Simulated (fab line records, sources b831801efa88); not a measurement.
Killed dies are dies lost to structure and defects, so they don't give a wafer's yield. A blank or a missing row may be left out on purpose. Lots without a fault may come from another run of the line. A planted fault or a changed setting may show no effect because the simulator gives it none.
One fault seen from 2 desks | flow gf180mcu | each desk has only its own numbers; what lay behind them comes last

THE TOOL OWNER'S DESK: implanter-04
The tool's own readings at GF_MVPSD_IMPLANT_08: means of the sampled wafers that have a number, for each lot that ran on this tool. A lot is out of limits, marked OUT, if its mean lies more than 4 standard deviations from the usual mean; the brackets give that distance.
Columns: A = tilt_deg at GF_MVPSD_IMPLANT_08, usual -0.001 degrees
lot  | first seen here | A
L478 | day 5 08:54     | -0.014
L483 | day 7 16:23     | 0.000
L489 | day 8 18:45     | -0.014
L490 | day 8 23:26     | 0.018
L493 | day 9 19:27     | 2.601 (+99 or more) OUT
L494 | day 10 00:05    | 2.639 (+99 or more) OUT
L496 | day 10 21:30    | 2.655 (+99 or more) OUT
This desk's finding: out of limits on L493, L494, L496; first on L493, day 9 19:27 (tilt_deg at GF_MVPSD_IMPLANT_08). In limits: L478, L483, L489, L490.

THE METROLOGY DESK
What the gauges read, lot by lot, whatever tool the lot ran on: means of the sampled wafers that have a number. A lot is out of limits, marked OUT, if its mean lies more than 4 standard deviations from the usual mean; the brackets give that distance.
Columns: A = MVPSD_TW at GF_MVPSD_TW_MEAS_11, usual 554; B = MVPSD_RS at GF_VT_IMPLANT_RS_MEAS_49, usual 1166.9 ohm/sq
lot  | first seen here | A              | B
L475 | day 4 14:56     | 559            | 1163.0
L478 | day 5 09:17     | 553            | 1169.8
L480 | day 7 11:29     | 549            | 1166.4
L484 | day 7 16:43     | 557            | 1170.0
L483 | day 7 16:47     | 550            | 1164.6
L487 | day 8 02:17     | 559            | 1168.1
L489 | day 8 19:10     | 548            | 1167.4
L490 | day 8 23:50     | 547            | 1167.8
L493 | day 9 19:50     | 609 (+11) OUT  | 1292.9 (+52) OUT
L494 | day 10 00:29    | 604 (+9.6) OUT | 1289.0 (+51) OUT
L496 | day 10 21:53    | 592 (+7.3) OUT | 1287.4 (+50) OUT
This desk's finding: out of limits on L493, L494, L496; first on L493, day 9 19:50 (MVPSD_TW at GF_MVPSD_TW_MEAS_11). In limits: L475, L478, L480, L484, L483, L487, L489, L490.

PUT TOGETHER
The tool owner's desk could have raised an alarm at day 9 19:27, on L493, L494, L496.
The metrology desk could have raised an alarm at day 9 19:50, on L493, L494, L496.
Of the lots named, all ran GF_MVPSD_IMPLANT_08 on implanter-04.

WHAT THE SIMULATOR HAD PUT IN
Process parameter drift: implanter-04, from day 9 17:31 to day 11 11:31, at GF_MVPSD_IMPLANT_08. Setting tilt_deg, moved by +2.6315, from 0. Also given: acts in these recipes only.
Lots struck among those shown: L493, L494, L496.
Hours from the fault's start to each desk's first reading out of limits: the tool owner's desk, 2; the metrology desk, 2.
